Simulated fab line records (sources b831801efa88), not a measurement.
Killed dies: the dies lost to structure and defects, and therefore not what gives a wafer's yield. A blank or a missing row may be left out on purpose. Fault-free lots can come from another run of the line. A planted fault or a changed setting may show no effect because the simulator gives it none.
The tool behind it: which one? | flow gf180mcu | 33 wafers from 11 lots sampled at 2 of the route's 602 steps

== WHAT EACH GAUGE READ, for each wafer ==
GF_V4_CD_MEAS_14: the cd target is 260 nm. Usual: cd_nm at 260.2 nm, with a standard deviation of 1.3.
lot  | measured     | on        | cd_nm (nm)        | flag
L624 | day 25 17:50 | cd_sem-01 | 259.6 260.9 260.9 |
L627 | day 26 15:01 | cd_sem-01 | 260.5 257.8 260.6 |
L629 | day 27 08:20 | cd_sem-02 | 259.5 259.5 259.6 |
L631 | day 28 01:25 | cd_sem-01 | 261.0 261.9 260.7 |
L632 | day 28 08:20 | cd_sem-02 | 261.3 259.6 260.0 |
L637 | day 29 13:45 | cd_sem-01 | 259.7 260.7 260.9 |
L638 | day 29 23:56 | cd_sem-02 | 261.9 262.1 262.1 |
L639 | day 30 07:38 | cd_sem-01 | 257.7 258.1 258.2 |
L641 | day 30 18:29 | cd_sem-01 | 259.0 258.7 259.8 |
L642 | day 30 23:39 | cd_sem-01 | 260.2 259.4 259.5 |
L643 | day 31 14:02 | cd_sem-01 | 259.8 259.8 259.2 |

GF_V4_THK_MEAS_25: measures by xrf. Usual: V4_W_THK 356 nm, standard deviation 4.9.
lot  | measured     | on            | V4_W_THK (nm) | flag
L624 | day 25 18:59 | film_metro-04 | 363 360 369   |
L627 | day 26 16:11 | film_metro-03 | 358 355 357   |
L629 | day 27 09:31 | film_metro-03 | 353 359 350   |
L631 | day 28 02:33 | film_metro-02 | 346 351 355   |
L632 | day 28 09:31 | film_metro-03 | 363 364 362   |
L637 | day 29 14:53 | film_metro-02 | 356 353 356   |
L638 | day 30 01:05 | film_metro-02 | 348 348 348   |
L639 | day 30 08:46 | film_metro-03 | 358 353 360   |
L641 | day 30 19:38 | film_metro-04 | 353 352 358   |
L642 | day 31 00:47 | film_metro-04 | 356 354 355   |
L643 | day 31 15:31 | film_metro-03 | 354 349 357   |

== WHICH TOOL RAN EACH LOT (tool, then ch and the chambers of the sampled wafers, then the start) ==
There is no process step in the record ahead of these readings.

== WHAT THE TOOLS THEMSELVES READ (means of the sampled wafers that have a number; where no wafer has one, the mark that the record gives instead) ==
The record holds no such reading with a usual standard deviation.

== THE ANSWER, worked out from the rows above alone ==
Rule: take the mean of a lot's wafers that have a number; if it is more than 3 standard deviations from the usual mean, the lot is off. A lot without any number at a reading at which 4 lots or more have one is off too. Where the step has rows for the other lots, those lots are counted as sound. The gauges are gone through in route order, then the tools' own readings, and for those a lot's mean is taken as printed above. The first step at which some lot is off is used, and at that step the reading that is off furthest; a lot without a number counts as furthest.
Across all readings shown, no lot is off: no conclusion can be drawn from this.

== WHAT WAS PUT IN BY THE SIMULATOR ==
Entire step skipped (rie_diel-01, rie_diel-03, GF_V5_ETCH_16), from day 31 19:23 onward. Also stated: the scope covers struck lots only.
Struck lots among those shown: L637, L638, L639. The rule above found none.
